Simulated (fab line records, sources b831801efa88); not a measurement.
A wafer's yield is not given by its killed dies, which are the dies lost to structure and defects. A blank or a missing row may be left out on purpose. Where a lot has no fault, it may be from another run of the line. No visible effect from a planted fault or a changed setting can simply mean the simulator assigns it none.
Problem report in the 8D (eight disciplines) form, filled by code    flow gf180mcu    the parts of the form that need people (team, actions taken, sign-off) are left out

## 1. THE PROBLEM
Across 6 wafers from 2 lots, NWELL_RS at GF_VT_IMPLANT_RS_MEAS_47 averages 515.4 ohm/sq, while fault-free wafers read 487.6 ohm/sq with a standard deviation of 1.3. Measured from the usual mean, that is +21 standard deviations.
The step: measures by four-point-probe.
The first sign was on wafer L577.2 at day 11 11:37, on film metro-03. The record holds 36 wafers of 12 lots with a number at this step. Rule for "out" (also "out of limits"): further than 4 standard deviations from the usual mean. The rest of the wafers with a number are treated as sound.

## 2. WHAT THIS IS AND IS NOT
question                     is                      is not
which readings at this step  NWELL_RS                -
which lots                   L577, L578              L563, L564, L565, L569, L571, L573, L574, L576, L583, L586
which wafers of those lots   all that have a number  -
read on which gauges         film metro-03           film metro-01, film metro-04
when                         from day 11 11:37       up to then (24 sound wafers); but 6 sound wafers of L583, L586 came after

## 3. WHAT RULES OUT EACH SUSPECT
Counting: a tool at a process step up to the reading stays a suspect if it ran every lot that is out and no sound lot after the first of them.
- ruled out: the gauge at GF_VT_IMPLANT_RS_MEAS_47. All the wafers that are out were read on film metro-03, but those of them that GF_NWELL_IMPLANT_09 has rows for are out there too, on other tools.
- implanter-03 at GF_NWELL_IMPLANT_09: kept. It processed each lot that is out, first L577 at day 6 12:59, and no sound lot thereafter; up to then, the last sound lot it processed was L574 at day 5 19:37. On those wafers its own readings are out: dose ions cm2, faraday current uA.
Remaining after the count: implanter-03 at GF_NWELL_IMPLANT_09.

## 4. THE CAUSE (what the simulator had put in)
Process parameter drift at GF_NWELL_IMPLANT_09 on implanter-03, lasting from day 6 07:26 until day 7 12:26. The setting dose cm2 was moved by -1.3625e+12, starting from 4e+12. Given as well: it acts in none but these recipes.
Counting left only this tool.

## 5. SEQUENCE OF EFFECTS, ordered by route
One row per reading whose mean, taken over the struck wafers that have a number, lies over 3 standard deviations from the usual. Only readings for which the record gives a usual standard deviation are gone through. hours: the time from each lot's start at the first step in this table that gives one to its start at this step, as a median over the lots. sigmas: the change in usual standard deviations.
hours  step                      reading             usual         on struck wafers  change  sigmas
0      GF_NWELL_IMPLANT_09       dose ions cm2       4e+12         3e+12             -1e+12  -99 or more
0      GF_NWELL_IMPLANT_09       faraday current uA  22.6          14.8              -7.9    -19
119    GF_VT_IMPLANT_RS_MEAS_47  NWELL_RS            487.6 ohm/sq  515.4             +27.8   +21
Here are the process steps it includes:
- GF_NWELL_IMPLANT_09
At these later measuring or inspecting steps, every struck wafer for which the step has a row has a number for every such reading, and none has moved that far: GF_DUAL_GATE_THK_MEAS_03.

## 6. HOW IT WOULD HAVE BEEN CAUGHT EARLIER
124 hours passed between the start of the fault at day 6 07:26 and the first reading out of limits at a measuring or inspecting step in this record, taken at day 11 11:37.
Tool's own readings at GF_NWELL_IMPLANT_09, dose ions cm2, faraday current uA: out on all struck wafers the step has rows for; an alarm limit on them would have tripped on the first.
Lots out: 2; all had begun GF_NWELL_IMPLANT_09 on implanter-03 by day 11 11:37. Had the tool been put on hold then, not one of them would have been saved.
